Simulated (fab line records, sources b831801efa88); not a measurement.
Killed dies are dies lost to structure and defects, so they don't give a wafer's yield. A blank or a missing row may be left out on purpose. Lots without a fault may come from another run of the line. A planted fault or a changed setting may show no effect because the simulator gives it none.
Which tool did it? | flow gf180mcu | 12 lots, 36 wafers sampled, at 2 steps of a route of 602

WHAT THE GAUGES READ, wafer by wafer
GF_V4_CD_MEAS_14: target cd 260 nm.
lot  | measured     | on        | cd_nm (nm)
L324 | day 24 04:52 | cd_sem-02 | 258.9 258.9 259.1
L326 | day 25 04:22 | cd_sem-02 | 259.8 259.7 259.9
L325 | day 25 06:04 | cd_sem-02 | 261.3 260.9 261.4
L327 | day 25 14:02 | cd_sem-01 | 259.1 260.6 258.5
L329 | day 26 00:35 | cd_sem-02 | 261.9 262.1 260.6
L330 | day 26 07:20 | cd_sem-01 | 260.7 259.5 260.0
L342 | day 30 04:55 | cd_sem-02 | 260.0 260.8 260.9
L343 | day 30 13:10 | cd_sem-02 | 261.0 261.0 260.6
L344 | day 30 16:56 | cd_sem-02 | 262.3 259.7 261.1
L345 | day 30 19:01 | cd_sem-02 | 259.8 258.1 258.7
L346 | day 30 21:49 | cd_sem-02 | 262.3 262.2 261.5
L347 | day 31 07:07 | cd_sem-02 | 258.0 259.8 259.6

GF_V5_OVL_MEAS_15.
lot  | measured     | on         | V5_OVL (nm)
L324 | day 26 23:50 | overlay-01 | -9 6 -5
L326 | day 27 22:50 | overlay-01 | 0 -12 -16
L325 | day 27 22:58 | overlay-02 | -8 6 -3
L327 | day 28 06:26 | overlay-01 | -5 -6 -3
L329 | day 28 17:38 | overlay-02 | 2 2 -5
L330 | day 28 22:29 | overlay-02 | 4 3 -3
L342 | day 32 12:52 | overlay-02 | -8 -11 -4
L343 | day 32 21:08 | overlay-01 | -18 -17 -5
L344 | day 32 23:38 | overlay-01 | -4 4 -15
L345 | day 33 01:16 | overlay-01 | -4 -3 -9
L346 | day 33 04:29 | overlay-01 | -4 -4 -6
L347 | day 33 12:23 | overlay-01 | -2 1 -3

WHICH TOOL RAN EACH LOT (tool, then ch and the chambers of the sampled wafers, then the start)
The record holds no process step before these readings.

WHAT THE TOOLS THEMSELVES READ (means of the sampled wafers that have a number; where no wafer has one, the mark that the record gives instead)
The record holds no such reading with a usual standard deviation.

THE ANSWER, worked out from the rows above alone
Rule: what is usual is taken from the lots themselves. Put in order of their means at a reading, lots are off if they are a third of the lots or fewer, leave a main group of 4 or more, and stand apart from it by a gap of 3 or more times the standard deviation of the main group's means; of several such gaps the widest counts. A main group whose means are all the same, to the digits that the tables above print for the reading, isn't used. A lot without any number at a reading at which 4 lots or more have one is off too. The other lots that the step has rows for count as sound. The gauges are gone through in route order, then the tools' own readings, and for those a lot's mean is taken as printed above. The first step at which some lot is off is used, and at that step the reading that is off furthest; a lot without a number counts as furthest.
No lot is off at any reading shown: from this, nothing can be told.

WHAT THE SIMULATOR HAD PUT IN
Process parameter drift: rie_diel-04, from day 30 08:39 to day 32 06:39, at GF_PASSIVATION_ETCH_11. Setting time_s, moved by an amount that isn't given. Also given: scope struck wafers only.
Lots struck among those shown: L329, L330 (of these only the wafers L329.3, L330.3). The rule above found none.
